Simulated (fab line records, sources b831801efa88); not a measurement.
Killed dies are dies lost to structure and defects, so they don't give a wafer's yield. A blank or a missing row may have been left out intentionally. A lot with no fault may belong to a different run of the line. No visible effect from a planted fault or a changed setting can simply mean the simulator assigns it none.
fab line records	flow sky130
record: lots: 24	wafers: 72	last_day: 50
route steps=708 shown FIELD_ISO@18 SONOS_ONO@182 SD_N@356 CONTACT@420 VIA4@657
lots that met no fault: taken from a fault-free run of the same line
start_h: start of the lot's first displayed wafer, in hours after the record's first day	wait_h: hours since the lot's step before	" same as the row above	L1.1+2: several wafers, shown together as one row	- no value, or no start was given	* or withheld: withheld	< > ~ a bound
route shown NAME@n: names a module that has steps shown in the file, with the first one's number in the route	usual: the fault-free wafers' mean and standard deviation	same: alike in all rows	chamber/n: place in a boat	sites: each site's reading	_std_site: how widely they spread, as a standard deviation	_edge_site: inner sites' mean taken away from outer sites' mean	radius_mm: for every site, how far away it sits from the centre of the wafer	mask NAME#n: copy n	behind: the last tool/chamber to shape the wafer	hold: cause of the lot's hold/its duration in hours/its outcome	device: transistor that didn't switch, given as n, p or np	end of line: at the end of the route, the tests of the same wafers	a step given without rows: its recipe and nothing more	killed: not the wafer's yield, but the dies lost to structure and defects at the first sort	map: a wafer's dies, x killed, . not, _ none there
set.NAME: the setting the step ran with; set.NAME@STEP: the setting that earlier step ran with	model.NAME: the simulator's own value behind a step, which no gauge read
a sample of lots followed through the steps of the route, with each step as a table and each wafer as a row
services: when a tool's chamber went out of use (start_h, in hours from the record's first day, below 0 if earlier), for how many hours, and the reason
== steps ==
step: SKY_FIELD_ISO_ETCH_17
recipe: target_depth_a: 3420	mask_material: Si3N4	chemistry: HBr/Cl2/O2	target: Si	taper_deg: 5	icp_w: 600	bias_w: 150	pressure_mtorr: 15	HBr_flow_sccm: 150	Cl2_flow_sccm: 40	O2_flow_sccm: 6	time_s: 97.7
usual: drypump_motor_current_A: 5.6/0.52	oes_product_au: 1.006/0.0094	throttle_valve_pct: 25.653/0.01
same: time_s: 97.7
lot.wafer	tool	chamber	start_h	wait_h	drypump_motor_current_A	oes_product_au	rf_hours_counter_h	throttle_valve_pct
L074.1	rie_si-01	1	28.92	0.1	5.7	1.020	77	25.637
L074.4	"	3	"	"	5.9	1.012	69	25.661
L074.6	"	3	"	"	6.0	1.013	-	25.659
L075.2	rie_si-01	0	34.79	0.1	5.1	1.011	44	25.642
L075.4	"	3	"	"	5.9	1.002	69	25.649
L075.5	"	2	"	"	5.4	0.992	-	25.654
L076.2	rie_si-01	3	39.74	0.1	6.0	1.004	69	25.644
L076.3	"	1	"	"	5.7	1.013	77	25.655
L076.5	"	0	"	"	5.1	1.019	-	25.645
L077.2	rie_si-02	2	44.37	0.1	4.9	0.991	42	25.667
L077.4	"	3	"	"	5.4	0.999	22	25.664
L077.5	"	1	"	"	5.9	0.996	-	25.662
L078.1	rie_si-02	0	50.12	0.1	6.5	1.009	72	25.649
L078.2	"	1	"	"	5.9	0.998	3	25.667
L078.3	"	3	"	"	5.4	1.001	22	25.660
L079.2	rie_si-01	3	56.14	0.1	5.9	1.015	69	25.633
L079.4	"	2	"	"	5.4	1.004	3	25.666
L079.6	"	1	"	"	5.7	1.010	-	25.665
L080.2	rie_si-02	0	61.07	0.1	6.5	1.005	72	25.665
L080.3	"	1	"	"	5.9	1.001	3	25.664
L080.6	"	0	"	"	6.5	0.999	-	25.660
L081.2	rie_si-01	1	65.86	0.1	5.7	1.000	77	25.653
L081.3	"	3	"	"	6.0	1.002	69	25.660
L081.6	"	2	"	"	5.3	1.000	-	25.660
L082.1	rie_si-02	2	72.92	0.1	4.9	1.001	42	25.646
L082.3	"	0	"	"	6.5	1.005	72	25.666
L082.6	"	1	"	"	5.9	1.002	-	25.656
L083.2	rie_si-02	0	79.24	0.1	6.6	1.007	72	25.645
L083.3	"	3	"	"	5.4	1.002	22	25.663
L083.4	"	2	"	"	4.9	0.999	42	25.674
L084.1	rie_si-01	0	85.22	0.1	5.1	1.014	44	25.655
L084.2	"	3	"	"	6.0	1.019	69	25.659
L084.5	"	1	"	"	5.7	1.006	-	25.642
L085.1	rie_si-02	3	90.26	0.1	5.4	1.007	22	25.654
L085.2	"	2	"	"	4.9	1.010	42	25.656
L085.4	"	1	"	"	5.9	1.007	3	25.648
L086.3	rie_si-02	2	93.32	0.0	4.8	1.011	42	25.654
L086.5	"	2	"	"	4.9	1.010	-	25.655
L086.6	"	1	"	"	5.9	1.017	-	25.656
L087.1	rie_si-02	1	96.46	0.1	5.9	1.011	3	25.648
L087.2	"	3	"	"	5.4	0.999	22	25.646
L087.4	"	2	"	"	4.9	1.018	42	25.658
L088.2	rie_si-02	0	102.09	0.1	6.6	1.001	73	25.646
L088.3	"	2	"	"	4.9	1.010	43	25.644
L088.6	"	3	"	"	5.4	0.989	-	25.661
L089.1	rie_si-02	1	106.11	0.1	5.9	1.021	4	25.651
L089.4	"	3	"	"	5.4	0.980	23	25.670
L089.5	"	2	"	"	4.9	1.014	-	25.653
L090.1	rie_si-02	1	112.96	0.1	5.9	1.007	4	25.672
L090.2	"	3	"	"	5.4	0.988	23	25.649
L090.6	"	2	"	"	4.9	0.998	-	25.665
L091.2	rie_si-02	1	119.19	0.1	5.9	1.019	4	25.656
L091.3	"	2	"	"	4.9	1.004	43	25.661
L091.5	"	0	"	"	6.6	1.000	-	25.655
L092.1	rie_si-01	0	123.21	0.1	5.1	1.019	44	25.653
L092.2	"	3	"	"	6.0	1.017	70	25.650
L092.4	"	2	"	"	5.3	1.011	4	25.646
L093.2	rie_si-01	2	129.53	0.1	5.3	1.009	4	25.645
L093.5	"	0	"	"	5.1	1.013	-	25.627
L093.6	"	1	"	"	5.7	1.017	-	25.659
L094.1	rie_si-01	0	133.16	0.1	5.1	1.006	44	25.644
L094.2	"	1	"	"	5.7	1.022	78	25.634
L094.4	"	0	"	"	5.1	1.012	-	25.642
L095.2	rie_si-01	1	140.76	0.1	5.7	1.010	78	25.651
L095.3	"	3	"	"	6.0	1.019	70	25.635
L095.4	"	0	"	"	5.1	1.006	44	25.635
L096.2	rie_si-01	1	148.11	0.1	5.7	1.020	78	25.639
L096.4	"	0	"	"	5.1	1.006	44	25.649
L096.6	"	3	"	"	6.0	1.017	-	25.639
L097.2	rie_si-02	2	150.66	0.1	4.9	0.982	43	25.663
L097.5	"	0	"	"	6.5	0.994	-	25.677
L097.6	"	1	"	"	5.9	0.994	-	25.660
step: SKY_SONOS_ONO_OVL_MEAS_14
usual: SONOS_ONO_OVL: 0.8/1.6
lot.wafer	tool	chamber	start_h	wait_h	SONOS_ONO_OVL[nm]
L075.2	overlay-01	-	310.74	0.1	-2.3
L075.4	"	-	"	"	0.1
L075.5	"	-	"	"	-1.9
L074.1	overlay-02	-	311.04	0.1	2.8
L074.4	"	-	"	"	3.2
L074.6	"	-	"	"	3.7
L076.2	overlay-02	-	312.46	0.1	0.1
L076.3	"	-	"	"	1.6
L076.5	"	-	"	"	-0.3
L077.2	overlay-02	-	312.76	0.1	-0.4
L077.4	"	-	"	"	-0.1
L077.5	"	-	"	"	0.4
L078.1	overlay-02	-	327.15	0.1	0.9
L078.2	"	-	"	"	-0.4
L078.3	"	-	"	"	0.3
L079.2	overlay-02	-	337.81	0.1	-0.2
L079.4	"	-	"	"	1.6
L079.6	"	-	"	"	0.7
L080.2	overlay-02	-	339.76	0.1	-0.2
L080.3	"	-	"	"	0.0
L080.6	"	-	"	"	-0.5
L082.1	overlay-02	-	346.84	0.1	2.7
L082.3	"	-	"	"	1.5
L082.6	"	-	"	"	1.3
L081.2	overlay-02	-	346.96	0.1	1.1
L081.3	"	-	"	"	-1.0
L081.6	"	-	"	"	2.4
L083.2	overlay-02	-	359.34	0.1	-1.4
L083.3	"	-	"	"	1.1
L083.4	"	-	"	"	-0.1
L084.1	overlay-01	-	369.81	0.1	-0.5
L084.2	"	-	"	"	0.8
L084.5	"	-	"	"	0.8
L085.1	overlay-01	-	376.65	0.1	0.1
L085.2	"	-	"	"	2.2
L085.4	"	-	"	"	-0.4
L086.3	overlay-02	-	384.23	0.1	-0.4
L086.5	"	-	"	"	-0.5
L086.6	"	-	"	"	-1.3
L087.1	overlay-01	-	391.01	0.1	2.5
L087.2	"	-	"	"	1.7
L087.4	"	-	"	"	-0.2
L088.2	overlay-02	-	393.96	0.1	4.3
L088.3	"	-	"	"	4.9
L088.6	"	-	"	"	3.3
L089.1	overlay-01	-	401.95	0.1	-0.9
L089.4	"	-	"	"	0.7
L089.5	"	-	"	"	-0.1
L090.1	overlay-02	-	408.21	0.1	1.7
L090.2	"	-	"	"	1.4
L090.6	"	-	"	"	3.3
L091.2	overlay-02	-	416.59	0.1	-0.9
L091.3	"	-	"	"	-0.1
L091.5	"	-	"	"	-0.7
L092.1	overlay-01	-	429.46	0.1	0.6
L092.2	"	-	"	"	2.0
L092.4	"	-	"	"	1.7
L093.2	overlay-02	-	436.02	0.1	1.4
L093.5	"	-	"	"	2.0
L093.6	"	-	"	"	3.3
L094.1	overlay-02	-	449.04	0.1	-0.2
L094.2	"	-	"	"	0.4
L094.4	"	-	"	"	0.3
L095.2	overlay-01	-	463.57	0.1	-0.5
L095.3	"	-	"	"	0.3
L095.4	"	-	"	"	0.5
L097.2	overlay-02	-	467.77	0.1	2.7
L097.5	"	-	"	"	3.6
L097.6	"	-	"	"	0.7
L096.2	overlay-01	-	468.09	0.1	-1.1
L096.4	"	-	"	"	1.0
L096.6	"	-	"	"	0.2
step: SKY_SD_N_RTA_14
recipe: temp_c: 1075	time_s: 2	idle_temp_c: 650	ramp_up_c_per_s: 150	ramp_down_c_per_s: 90	ambient: N2
usual: lamp_power_pct: 15.73/0.057	wafer_temp_C_max: 1078.3/1.3
same: time_s: 2
lot.wafer	tool	chamber	start_h	wait_h	lamp_power_pct	wafer_temp_C_max
L075.2	rtp_anneal-01	0	680.06	0.0	15.69	1076.4
L075.4	"	0	"	"	15.80	1078.8
L075.5	"	0	"	"	15.76	1079.5
L074.1	rtp_anneal-02	0	682.01	0.0	15.78	1078.0
L074.4	"	0	"	"	15.79	1078.2
L074.6	"	0	"	"	15.83	1077.8
L076.2	rtp_anneal-01	0	682.42	0.0	15.74	1076.4
L076.3	"	0	"	"	15.77	1077.8
L076.5	"	0	"	"	15.70	1076.7
L077.2	rtp_anneal-02	0	684.39	0.0	15.74	1079.5
L077.4	"	0	"	"	15.69	1081.6
L077.5	"	0	"	"	15.74	1078.8
L078.1	rtp_anneal-01	0	695.15	0.0	15.77	1076.6
L078.2	"	0	"	"	15.74	1078.5
L078.3	"	0	"	"	15.69	1078.8
L079.2	rtp_anneal-02	0	707.99	0.0	15.62	1078.9
L079.4	"	0	"	"	15.68	1077.1
L079.6	"	0	"	"	15.69	1077.9
L080.2	rtp_anneal-01	0	713.52	0.0	15.74	1078.1
L080.3	"	0	"	"	15.74	1081.2
L080.6	"	0	"	"	15.69	1079.4
L081.2	rtp_anneal-02	0	716.48	0.0	15.68	1077.9
L081.3	"	0	"	"	15.75	1076.8
L081.6	"	0	"	"	15.71	1076.6
L082.1	rtp_anneal-01	0	717.25	0.0	15.78	1077.2
L082.3	"	0	"	"	15.67	1078.4
L082.6	"	0	"	"	15.72	1081.9
L083.2	rtp_anneal-02	0	727.27	0.0	15.69	1076.4
L083.3	"	0	"	"	15.70	1078.7
L083.4	"	0	"	"	15.72	1078.9
L084.1	rtp_anneal-01	0	740.15	0.0	15.66	1079.4
L084.2	"	0	"	"	15.69	1079.5
L084.5	"	0	"	"	15.77	1077.5
L085.1	rtp_anneal-02	0	743.68	0.0	15.72	1078.8
L085.2	"	0	"	"	15.73	1079.2
L085.4	"	0	"	"	15.62	1079.2
L086.3	rtp_anneal-01	0	750.37	0.0	15.79	1079.0
L086.5	"	0	"	"	15.60	1077.5
L086.6	"	0	"	"	15.74	1078.0
L087.1	rtp_anneal-02	0	754.38	0.0	15.71	1077.8
L087.2	"	0	"	"	15.68	1079.4
L087.4	"	0	"	"	15.78	1078.8
L088.2	rtp_anneal-01	0	765.82	0.0	15.67	1078.1
L088.3	"	0	"	"	15.63	1078.6
L088.6	"	0	"	"	15.78	1079.6
L089.1	rtp_anneal-02	0	767.86	0.0	15.85	1077.6
L089.4	"	0	"	"	15.80	1078.6
L089.5	"	0	"	"	15.60	1077.4
L090.1	rtp_anneal-01	0	772.96	0.0	15.71	1078.7
L090.2	"	0	"	"	15.73	1079.1
L090.6	"	0	"	"	15.74	1078.6
L091.2	rtp_anneal-02	0	781.15	0.0	15.76	1078.1
L091.3	"	0	"	"	15.75	1077.4
L091.5	"	0	"	"	15.69	1077.3
L092.1	rtp_anneal-01	0	793.55	0.0	15.73	1078.1
L092.2	"	0	"	"	15.67	1077.4
L092.4	"	0	"	"	15.86	1079.1
L093.2	rtp_anneal-02	0	799.82	0.0	15.87	1076.6
L093.5	"	0	"	"	15.63	1078.2
L093.6	"	0	"	"	15.66	1076.9
L094.1	rtp_anneal-01	0	812.18	0.0	15.67	1076.3
L094.2	"	0	"	"	15.71	1079.7
L094.4	"	0	"	"	15.67	1075.5
L095.2	rtp_anneal-02	0	822.06	0.0	15.83	1080.2
L095.3	"	0	"	"	15.68	1078.6
L095.4	"	0	"	"	15.80	1078.0
L097.2	rtp_anneal-01	0	825.14	0.0	15.78	1078.4
L097.5	"	0	"	"	15.79	1078.1
L097.6	"	0	"	"	15.70	1077.6
L096.2	rtp_anneal-02	0	828.39	0.0	15.79	1080.9
L096.4	"	0	"	"	15.79	1078.0
L096.6	"	0	"	"	15.71	1079.0
step: SKY_CONTACT_CD_MEAS_14
recipe: target_cd_nm: 170
usual: cd_nm: 169.8/1.4
lot.wafer	tool	chamber	start_h	wait_h	cd_nm
L075.2	cd_sem-01	-	766.83	-	169.9
L075.4	"	-	"	"	169.7
L075.5	"	-	"	"	168.8
L074.1	cd_sem-01	-	769.63	-	167.6
L074.4	"	-	"	"	169.4
L074.6	"	-	"	"	170.1
L076.2	cd_sem-02	-	770.73	-	166.9
L076.3	"	-	"	"	168.9
L076.5	"	-	"	"	168.1
L077.2	cd_sem-01	-	772.67	-	170.7
L077.4	"	-	"	"	169.3
L077.5	"	-	"	"	169.9
L078.1	cd_sem-02	-	782.60	-	173.0
L078.2	"	-	"	"	172.4
L078.3	"	-	"	"	172.6
L079.2	cd_sem-01	-	792.72	-	170.0
L079.4	"	-	"	"	168.9
L079.6	"	-	"	"	169.3
L080.2	cd_sem-01	-	799.77	-	169.5
L080.3	"	-	"	"	168.7
L080.6	"	-	"	"	169.8
L081.2	cd_sem-01	-	802.72	-	168.3
L081.3	"	-	"	"	170.5
L081.6	"	-	"	"	169.9
L082.1	cd_sem-01	-	803.41	-	171.0
L082.3	"	-	"	"	171.9
L082.6	"	-	"	"	171.6
L083.2	cd_sem-01	-	814.10	-	171.6
L083.3	"	-	"	"	169.4
L083.4	"	-	"	"	171.2
L084.1	cd_sem-02	-	825.08	-	168.9
L084.2	"	-	"	"	168.9
L084.5	"	-	"	"	168.4
L085.1	cd_sem-01	-	830.51	-	168.8
L085.2	"	-	"	"	170.0
L085.4	"	-	"	"	170.5
L086.3	cd_sem-02	-	834.19	-	170.6
L086.5	"	-	"	"	170.9
L086.6	"	-	"	"	170.6
L087.1	cd_sem-02	-	838.56	-	168.4
L087.2	"	-	"	"	168.8
L087.4	"	-	"	"	170.0
L088.2	cd_sem-02	-	851.15	-	167.2
L088.3	"	-	"	"	166.4
L088.6	"	-	"	"	166.9
L089.1	cd_sem-02	-	852.15	-	167.9
L089.4	"	-	"	"	168.2
L089.5	"	-	"	"	167.7
L090.1	cd_sem-02	-	857.21	-	168.5
L090.2	"	-	"	"	167.4
L090.6	"	-	"	"	169.2
L091.2	cd_sem-01	-	864.83	-	168.9
L091.3	"	-	"	"	169.6
L091.5	"	-	"	"	169.1
L092.1	cd_sem-02	-	876.96	-	170.1
L092.2	"	-	"	"	169.6
L092.4	"	-	"	"	169.5
L093.2	cd_sem-02	-	884.39	-	171.1
L093.5	"	-	"	"	171.4
L093.6	"	-	"	"	171.5
L094.1	cd_sem-02	-	895.96	-	170.1
L094.2	"	-	"	"	170.0
L094.4	"	-	"	"	169.7
L095.2	cd_sem-02	-	905.43	-	170.3
L095.3	"	-	"	"	170.9
L095.4	"	-	"	"	170.6
L097.2	cd_sem-02	-	907.38	-	171.6
L097.5	"	-	"	"	171.0
L097.6	"	-	"	"	172.3
L096.2	cd_sem-02	-	910.70	-	170.3
L096.4	"	-	"	"	170.3
L096.6	"	-	"	"	169.3
step: SKY_CONTACT_STRIP_19
recipe: chemistry: O2/N2	power_w: 1400	pressure_mtorr: 1500	platen_temp_c: withheld	o2_flow_sccm: 3000	n2_flow_sccm: 300	overash_fraction: 0.5
usual: drypump_motor_current_A: 5.8/0.39	o2_flow_sccm: 2999/9.6	oes_product_au: 0.381/0.005	strip_time_to_endpoint_s: 3.62/0.03
lot.wafer	tool	chamber	start_h	wait_h	drypump_motor_current_A	o2_flow_sccm	oes_product_au	rf_hours_counter_h	strip_time_to_endpoint_s
L075.2	plasma_asher-04	1	767.10	-	6.3	2998	0.385	66	3.64
L075.4	"	1	"	"	6.4	3000	0.374	-	3.56
L075.5	"	0	"	"	5.9	2998	0.372	-	3.56
L074.1	plasma_asher-03	0	769.92	-	5.6	2989	0.375	34	3.59
L074.4	"	1	"	"	5.6	3024	0.373	-	3.59
L074.6	"	0	"	"	5.6	3006	0.378	-	3.61
L076.2	plasma_asher-04	0	771.00	-	5.9	2988	0.378	67	3.62
L076.3	"	0	"	"	5.9	3001	0.379	-	3.57
L076.5	"	0	"	"	5.9	3004	0.379	-	3.56
L077.2	plasma_asher-02	0	772.94	-	5.7	3008	0.382	89	3.63
L077.4	"	1	"	"	5.1	2997	0.384	-	3.59
L077.5	"	1	"	"	5.1	3000	0.385	-	3.60
L078.1	plasma_asher-03	0	782.89	-	5.6	3001	0.371	35	3.61
L078.2	"	1	"	"	5.6	2981	0.384	35	3.59
L078.3	"	1	"	"	5.7	2988	0.380	-	3.66
L079.2	plasma_asher-02	0	792.99	-	5.7	3005	0.388	91	3.64
L079.4	"	0	"	"	5.7	2997	0.379	-	3.62
L079.6	"	0	"	"	5.6	3008	0.378	-	3.63
L080.2	plasma_asher-04	1	800.04	-	6.3	2999	0.379	69	3.60
L080.3	"	0	"	"	5.9	3005	0.385	-	3.62
L080.6	"	0	"	"	6.0	3011	0.380	-	3.59
L081.2	plasma_asher-02	0	802.99	-	5.7	2985	0.382	92	3.61
L081.3	"	1	"	"	5.1	3005	0.380	-	3.57
L081.6	"	1	"	"	5.1	3003	0.388	-	3.65
L082.1	plasma_asher-03	1	803.70	-	5.6	2991	0.382	37	3.60
L082.3	"	0	"	"	5.6	2994	0.379	-	3.65
L082.6	"	0	"	"	5.6	3007	0.382	-	3.63
L083.2	plasma_asher-02	1	814.37	-	5.1	2998	0.382	94	3.62
L083.3	"	0	"	"	5.7	3013	0.380	-	3.58
L083.4	"	1	"	"	5.1	3012	0.380	-	3.64
L084.1	plasma_asher-03	0	825.37	-	5.6	2986	0.380	38	3.68
L084.2	"	1	"	"	5.7	3009	0.382	38	3.69
L084.5	"	0	"	"	5.6	3006	0.384	-	3.60
L085.1	plasma_asher-02	0	830.80	-	5.7	3015	0.389	95	3.60
L085.2	"	1	"	"	5.1	2998	0.387	95	3.67
L085.4	"	1	"	"	5.1	2993	0.377	-	3.65
L086.3	plasma_asher-03	1	834.47	-	5.6	3016	0.383	-	3.62
L086.5	"	0	"	"	5.6	3005	0.382	-	3.64
L086.6	"	1	"	"	5.6	2996	0.381	-	3.58
L087.1	plasma_asher-02	0	838.85	-	5.7	3008	0.373	96	3.59
L087.2	"	1	"	"	5.1	3008	0.377	96	3.61
L087.4	"	1	"	"	5.1	2996	0.379	-	3.63
L088.2	plasma_asher-04	1	851.42	-	6.4	3004	0.384	75	3.64
L088.3	"	1	"	"	6.3	2992	0.382	-	3.63
L088.6	"	1	"	"	6.3	2990	0.382	-	3.65
L089.1	plasma_asher-02	1	852.44	-	5.1	2984	0.385	97	3.62
L089.4	"	0	"	"	5.7	3001	0.374	-	3.62
L089.5	"	0	"	"	5.7	3001	0.382	-	3.63
L090.1	plasma_asher-04	0	857.50	-	5.9	2978	0.378	75	3.62
L090.2	"	1	"	"	6.4	3010	0.368	75	3.61
L090.6	"	0	"	"	5.9	2990	0.384	-	3.57
L091.2	plasma_asher-04	0	865.10	-	5.9	2997	0.389	76	3.65
L091.3	"	0	"	"	5.9	2996	0.385	-	3.63
L091.5	"	1	"	"	6.4	2983	0.376	-	3.65
L092.1	plasma_asher-04	1	877.25	-	6.4	2998	0.378	77	3.55
L092.2	"	0	"	"	5.9	2992	0.379	77	3.60
L092.4	"	0	"	"	5.9	2998	0.375	-	3.64
L093.2	plasma_asher-03	1	884.65	-	5.7	3013	0.386	44	3.74
L093.5	"	0	"	"	5.6	2988	0.378	-	3.64
L093.6	"	1	"	"	5.6	3001	0.381	-	3.65
L094.1	plasma_asher-04	0	896.25	-	5.9	3011	0.386	80	3.64
L094.2	"	1	"	"	6.3	2995	0.374	80	3.69
L094.4	"	0	"	"	5.9	3011	0.379	-	3.60
L095.2	plasma_asher-03	1	905.70	-	5.7	3005	0.377	47	3.66
L095.3	"	0	"	"	5.6	2991	0.383	-	3.64
L095.4	"	1	"	"	5.7	3015	0.374	-	3.60
L097.2	plasma_asher-04	0	907.65	-	6.0	2991	0.385	81	3.64
L097.5	"	1	"	"	6.4	2999	0.371	-	3.64
L097.6	"	0	"	"	5.9	2990	0.381	-	3.63
L096.2	plasma_asher-04	1	910.97	-	6.3	2997	0.378	81	3.58
L096.4	"	0	"	"	5.9	2998	0.378	-	3.61
L096.6	"	0	"	"	5.9	2991	0.378	-	3.62
step: SKY_VIA4_CVD_18
recipe: material: W	target_thk_nm: 505	time_s: 152.14	temp_c: 400	pressure_torr: 38.1
usual: heater_power_w: 833/42
same: time_s: 152.14
lot.wafer	tool	chamber	start_h	wait_h	heater_power_w
L075.2	cvd_w-01	1	1032.31	0.0	803
L075.4	"	1	"	"	794
L075.5	"	1	"	"	784
L074.1	cvd_w-01	1	1035.46	0.0	795
L074.4	"	0	"	"	883
L074.6	"	0	"	"	883
L076.2	cvd_w-01	1	1039.65	0.0	804
L076.3	"	1	"	"	797
L076.5	"	0	"	"	885
L077.2	cvd_w-01	0	1040.91	0.0	900
L077.4	"	0	"	"	883
L077.5	"	1	"	"	797
L078.1	cvd_w-01	1	1048.01	0.0	791
L078.2	"	0	"	"	903
L078.3	"	1	"	"	801
L079.2	cvd_w-02	0	1054.24	0.0	831
L079.4	"	0	"	"	832
L079.6	"	1	"	"	802
L080.2	cvd_w-01	1	1066.19	0.0	797
L080.3	"	1	"	"	807
L080.6	"	0	"	"	882
L081.2	cvd_w-01	1	1067.34	0.0	806
L081.3	"	0	"	"	860
L081.6	"	0	"	"	884
L082.1	cvd_w-02	1	1067.36	0.0	782
L082.3	"	1	"	"	783
L082.6	"	1	"	"	783
L083.2	cvd_w-02	0	1075.14	0.0	824
L083.3	"	0	"	"	843
L083.4	"	1	"	"	803
L084.1	cvd_w-02	1	1082.84	0.0	780
L084.2	"	0	"	"	838
L084.5	"	1	"	"	809
L085.1	cvd_w-01	0	1088.95	0.0	866
L085.2	"	1	"	"	778
L085.4	"	1	"	"	779
L086.3	cvd_w-02	1	1090.93	0.1	807
L086.5	"	0	"	"	828
L086.6	"	1	"	"	798
L087.1	cvd_w-01	1	1093.17	0.0	817
L087.2	"	0	"	"	871
L087.4	"	0	"	"	887
L088.2	cvd_w-02	0	1100.58	0.0	844
L088.3	"	0	"	"	834
L088.6	"	1	"	"	811
L089.1	cvd_w-01	0	1105.48	0.0	881
L089.4	"	0	"	"	882
L089.5	"	0	"	"	896
L090.1	cvd_w-02	1	1110.16	0.0	805
L090.2	"	0	"	"	850
L090.6	"	0	"	"	842
L091.2	cvd_w-01	1	1115.17	0.0	801
L091.3	"	1	"	"	776
L091.5	"	1	"	"	803
L092.1	cvd_w-01	0	1121.86	0.0	891
L092.2	"	1	"	"	805
L092.4	"	1	"	"	794
L093.2	cvd_w-01	0	1130.11	0.1	896
L093.5	"	0	"	"	889
L093.6	"	0	"	"	889
L094.1	cvd_w-02	0	1137.95	0.0	841
L094.2	"	1	"	"	809
L094.4	"	0	"	"	840
L095.2	cvd_w-01	0	1142.49	0.0	892
L095.3	"	0	"	"	887
L095.4	"	1	"	"	803
L097.2	cvd_w-02	1	1146.60	0.0	807
L097.5	"	1	"	"	798
L097.6	"	0	"	"	835
L096.2	cvd_w-02	1	1151.27	0.1	798
L096.4	"	1	"	"	796
L096.6	"	1	"	"	818
== services ==
tool	chamber	start_h	hours	kind
cvd_w-01	-	63.68	0.9	repair
rie_si-02	-	77.85	1.0	repair
cvd_w-01	0	85.58	9.1	repair
cvd_w-01	0	124.50	2.2	repair
rie_si-02	0	155.24	1.7	repair
rie_si-02	1	178.92	2.4	repair
cvd_w-01	-	242.13	2.8	pm
rie_si-02	1	325.36	4.9	repair
rie_si-02	3	326.80	8.6	repair
rie_si-02	0	359.92	15.9	repair
cvd_w-01	-	390.00	14.0	pm
rie_si-02	0	398.69	8.4	repair
rie_si-02	-	406.25	0.3	repair
cvd_w-01	-	516.00	6.9	pm
rie_si-02	-	532.93	0.3	repair
rie_si-02	3	533.16	2.9	repair
cvd_w-01	1	593.42	13.4	repair
cvd_w-01	-	667.82	4.2	repair
rie_si-02	-	670.86	2.8	pm
cvd_w-01	-	696.16	6.0	pm
cvd_w-01	0	746.74	6.6	repair
cvd_w-01	0	902.74	6.5	repair
cvd_w-01	1	1128.44	6.7	repair
cvd_w-01	-	1150.93	2.1	repair
== key ==
fault none
